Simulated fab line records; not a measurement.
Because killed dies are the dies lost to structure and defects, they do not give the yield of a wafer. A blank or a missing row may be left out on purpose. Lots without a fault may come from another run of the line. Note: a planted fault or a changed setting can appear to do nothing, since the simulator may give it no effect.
Lot-split experiment :: flow sfqLine :: 5 lots, 27 wafers read, on a route of 325 steps

## ABOUT THE SPLIT
At SFQ_TRILAYER_I5_BARC_OPEN_VIA_ETCH_200 (etches BARC in O2, target depth 125 nm, time 41.7 s), the setting timeS was moved away from the recipe's 41.7 s on 6 of the 27 wafers read, by -48.1% to +43.2%. For the rest of the wafers, this setting stayed at what the recipe calls for.

Reading taken at the split's own step.

## THE READING
KrF_of_TRILAYER_I5_LITHO_COAT_144.thkNm (the simulator's own value, which no gauge read), in nm, at SFQ_TRILAYER_I5_BARC_OPEN_VIA_ETCH_200 (etches BARC in O2, target depth 125 nm, time 41.7 s). No usual value for it is given in the file. Average 573.0 nm, standard deviation 1.3 nm, over the 21 wafers here run with the recipe.

wafer: L077.1
tool, chamber at the split: rieDiel-02, 3
timeS as run, s: 41.7
against the recipe: recipe
KrF_of_TRILAYER_I5_LITHO_COAT_144.thkNm, nm: 572.7
against lot-mates on the recipe: -

wafer: L077.2
tool, chamber at the split: rieDiel-02, 0
timeS as run, s: 41.7
against the recipe: recipe
KrF_of_TRILAYER_I5_LITHO_COAT_144.thkNm, nm: 573.5
against lot-mates on the recipe: -

wafer: L077.3
tool, chamber at the split: rieDiel-02, 1
timeS as run, s: 41.7
against the recipe: recipe
KrF_of_TRILAYER_I5_LITHO_COAT_144.thkNm, nm: 572.1
against lot-mates on the recipe: -

wafer: L078.1
tool, chamber at the split: rieDiel-02, 3
timeS as run, s: 41.7
against the recipe: recipe
KrF_of_TRILAYER_I5_LITHO_COAT_144.thkNm, nm: 575.7
against lot-mates on the recipe: -

wafer: L078.2
tool, chamber at the split: rieDiel-02, 2
timeS as run, s: 41.7
against the recipe: recipe
KrF_of_TRILAYER_I5_LITHO_COAT_144.thkNm, nm: 574
against lot-mates on the recipe: -

wafer: L078.3
tool, chamber at the split: rieDiel-02, 1
timeS as run, s: 41.7
against the recipe: recipe
KrF_of_TRILAYER_I5_LITHO_COAT_144.thkNm, nm: 574.4
against lot-mates on the recipe: -

wafer: L078.4
tool, chamber at the split: rieDiel-02, 0
timeS as run, s: 41.7
against the recipe: recipe
KrF_of_TRILAYER_I5_LITHO_COAT_144.thkNm, nm: 573.2
against lot-mates on the recipe: -

wafer: L078.5
tool, chamber at the split: rieDiel-02, 1
timeS as run, s: 41.7
against the recipe: recipe
KrF_of_TRILAYER_I5_LITHO_COAT_144.thkNm, nm: 573.4
against lot-mates on the recipe: -

wafer: L078.6
tool, chamber at the split: rieDiel-02, 0
timeS as run, s: 41.7
against the recipe: recipe
KrF_of_TRILAYER_I5_LITHO_COAT_144.thkNm, nm: 574.7
against lot-mates on the recipe: -

wafer: L079.1
tool, chamber at the split: rieDiel-02, 0
timeS as run, s: 41.7
against the recipe: recipe
KrF_of_TRILAYER_I5_LITHO_COAT_144.thkNm, nm: 573.6
against lot-mates on the recipe: -

wafer: L079.2
tool, chamber at the split: rieDiel-02, 2
timeS as run, s: 41.7
against the recipe: recipe
KrF_of_TRILAYER_I5_LITHO_COAT_144.thkNm, nm: 574.5
against lot-mates on the recipe: -

wafer: L079.3
tool, chamber at the split: rieDiel-02, 3
timeS as run, s: 41.7
against the recipe: recipe
KrF_of_TRILAYER_I5_LITHO_COAT_144.thkNm, nm: 572.9
against lot-mates on the recipe: -

wafer: L079.4
tool, chamber at the split: rieDiel-02, 1
timeS as run, s: 41.7
against the recipe: recipe
KrF_of_TRILAYER_I5_LITHO_COAT_144.thkNm, nm: 573.3
against lot-mates on the recipe: -

wafer: L079.5
tool, chamber at the split: rieDiel-02, 1
timeS as run, s: 41.7
against the recipe: recipe
KrF_of_TRILAYER_I5_LITHO_COAT_144.thkNm, nm: 571.9
against lot-mates on the recipe: -

wafer: L079.6
tool, chamber at the split: rieDiel-02, 0
timeS as run, s: 41.7
against the recipe: recipe
KrF_of_TRILAYER_I5_LITHO_COAT_144.thkNm, nm: 572.9
against lot-mates on the recipe: -

wafer: L081.1
tool, chamber at the split: rieDiel-02, 1
timeS as run, s: 21.63
against the recipe: -48.1%
KrF_of_TRILAYER_I5_LITHO_COAT_144.thkNm, nm: 595.3
against lot-mates on the recipe: +23.6

wafer: L081.2
tool, chamber at the split: rieDiel-02, 3
timeS as run, s: 41.7
against the recipe: recipe
KrF_of_TRILAYER_I5_LITHO_COAT_144.thkNm, nm: 571.8
against lot-mates on the recipe: -

wafer: L081.3
tool, chamber at the split: rieDiel-02, 0
timeS as run, s: 41.7
against the recipe: recipe
KrF_of_TRILAYER_I5_LITHO_COAT_144.thkNm, nm: 572.2
against lot-mates on the recipe: -

wafer: L081.4
tool, chamber at the split: rieDiel-02, 2
timeS as run, s: 21.63
against the recipe: -48.1%
KrF_of_TRILAYER_I5_LITHO_COAT_144.thkNm, nm: 596.2
against lot-mates on the recipe: +24.5

wafer: L081.5
tool, chamber at the split: rieDiel-02, 0
timeS as run, s: 21.63
against the recipe: -48.1%
KrF_of_TRILAYER_I5_LITHO_COAT_144.thkNm, nm: 597.5
against lot-mates on the recipe: +25.8

wafer: L081.6
tool, chamber at the split: rieDiel-02, 3
timeS as run, s: 41.7
against the recipe: recipe
KrF_of_TRILAYER_I5_LITHO_COAT_144.thkNm, nm: 571
against lot-mates on the recipe: -

wafer: L082.1
tool, chamber at the split: rieDiel-01, 3
timeS as run, s: 41.7
against the recipe: recipe
KrF_of_TRILAYER_I5_LITHO_COAT_144.thkNm, nm: 572.5
against lot-mates on the recipe: -

wafer: L082.2
tool, chamber at the split: rieDiel-01, 1
timeS as run, s: 41.7
against the recipe: recipe
KrF_of_TRILAYER_I5_LITHO_COAT_144.thkNm, nm: 570.9
against lot-mates on the recipe: -

wafer: L082.3
tool, chamber at the split: rieDiel-01, 0
timeS as run, s: 59.73
against the recipe: +43.2%
KrF_of_TRILAYER_I5_LITHO_COAT_144.thkNm, nm: 549.1
against lot-mates on the recipe: -22.3

wafer: L082.4
tool, chamber at the split: rieDiel-01, 2
timeS as run, s: 59.73
against the recipe: +43.2%
KrF_of_TRILAYER_I5_LITHO_COAT_144.thkNm, nm: 550
against lot-mates on the recipe: -21.4

wafer: L082.5
tool, chamber at the split: rieDiel-01, 3
timeS as run, s: 41.7
against the recipe: recipe
KrF_of_TRILAYER_I5_LITHO_COAT_144.thkNm, nm: 570.8
against lot-mates on the recipe: -

wafer: L082.6
tool, chamber at the split: rieDiel-01, 0
timeS as run, s: 59.73
against the recipe: +43.2%
KrF_of_TRILAYER_I5_LITHO_COAT_144.thkNm, nm: 547.7
against lot-mates on the recipe: -23.7

THE FIT
A straight line over all 27 wafers: KrF_of_TRILAYER_I5_LITHO_COAT_144.thkNm changes by -0.517 nm for each +1% of timeS; r = -0.99; the points scatter about the line by 1.4 nm.
The same after taking each lot's own level away (the mean of its wafers on the recipe; 27 wafers): -0.516 nm for each +1%; r = -1.00; scatter 0.82 nm.
On that fit, the largest move of timeS shifts the reading by 25 nm.
From 571.40 to 574.23 nm: that is the span of the lots' own levels, equal to 2.2 times the standard deviation above.
The two slopes are in agreement: the lot-to-lot level therefore moves the slope only a little.
Check: +25.1 nm against its lot-mates is what the line predicts for one of the wafers moved furthest among these (-48.1%) when that wafer is left out of the fit. It came out at +23.6 nm against them.
Tool readings at the split's step, against how far the setting was moved: oesProductAu r = -0.86.

## FURTHER SPLITS ON THESE WAFERS
These wafers also went through other splits before the reading. Each is held against what the fit with the lots' levels taken away leaves over:
other split on the same wafers: SFQ_TRILAYER_INCOMING_OXIDATION_002 oxTimeS
wafers away from the commonest value: 6
r with KrF_of_TRILAYER_I5_LITHO_COAT_144.thkNm (lot level and that fit taken away): -0.02

other split on the same wafers: SFQ_TRILAYER_M1_DEP_SPUTTER_037 timeS
wafers away from the commonest value: 9
r with KrF_of_TRILAYER_I5_LITHO_COAT_144.thkNm (lot level and that fit taken away): +0.09

other split on the same wafers: SFQ_TRILAYER_M1_BARC_OPEN_METAL_ETCH_054 timeS
wafers away from the commonest value: 12
r with KrF_of_TRILAYER_I5_LITHO_COAT_144.thkNm (lot level and that fit taken away): +0.37

other split on the same wafers: SFQ_TRILAYER_I3_DEP_PECVD_081 timeS
wafers away from the commonest value: 12
r with KrF_of_TRILAYER_I5_LITHO_COAT_144.thkNm (lot level and that fit taken away): +0.08

other split on the same wafers: SFQ_TRILAYER_M4_ETCH_METAL_ETCH_096 timeS
wafers away from the commonest value: 12
r with KrF_of_TRILAYER_I5_LITHO_COAT_144.thkNm (lot level and that fit taken away): +0.10

other split on the same wafers: SFQ_TRILAYER_I4_VIA_BARC_OPEN_VIA_ETCH_146 timeS
wafers away from the commonest value: 12
r with KrF_of_TRILAYER_I5_LITHO_COAT_144.thkNm (lot level and that fit taken away): +0.08

other split on the same wafers: SFQ_TRILAYER_A5B_DEP_PECVD_129 timeS
wafers away from the commonest value: 6
r with KrF_of_TRILAYER_I5_LITHO_COAT_144.thkNm (lot level and that fit taken away): -0.29

## THE WHOLE CHAIN: every reading that the file lists as answering this split, in the file's order
step: SFQ_TRILAYER_I5_BARC_OPEN_VIA_ETCH_200
what it does: etches BARC in O2, target depth 125 nm, time 41.7 s
reading: oesProductAu
change (the file's fit): not straight: 0.973 at the lowest setting, 0.687 at the recipe, 0.645 at the highest
r (the file's): not given

step: SFQ_TRILAYER_I5_BARC_OPEN_VIA_ETCH_200
what it does: etches BARC in O2, target depth 125 nm, time 41.7 s
reading: KrF_of_TRILAYER_I5_LITHO_COAT_144.thkNm (the simulator's own value, which no gauge read)
change (the file's fit): -0.515 nm for each +1% of the setting
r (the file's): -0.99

## THE FILE'S OWN FIT
KrF_of_TRILAYER_I5_LITHO_COAT_144.thkNm changes by -0.515 nm for each +1% of timeS, r = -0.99.
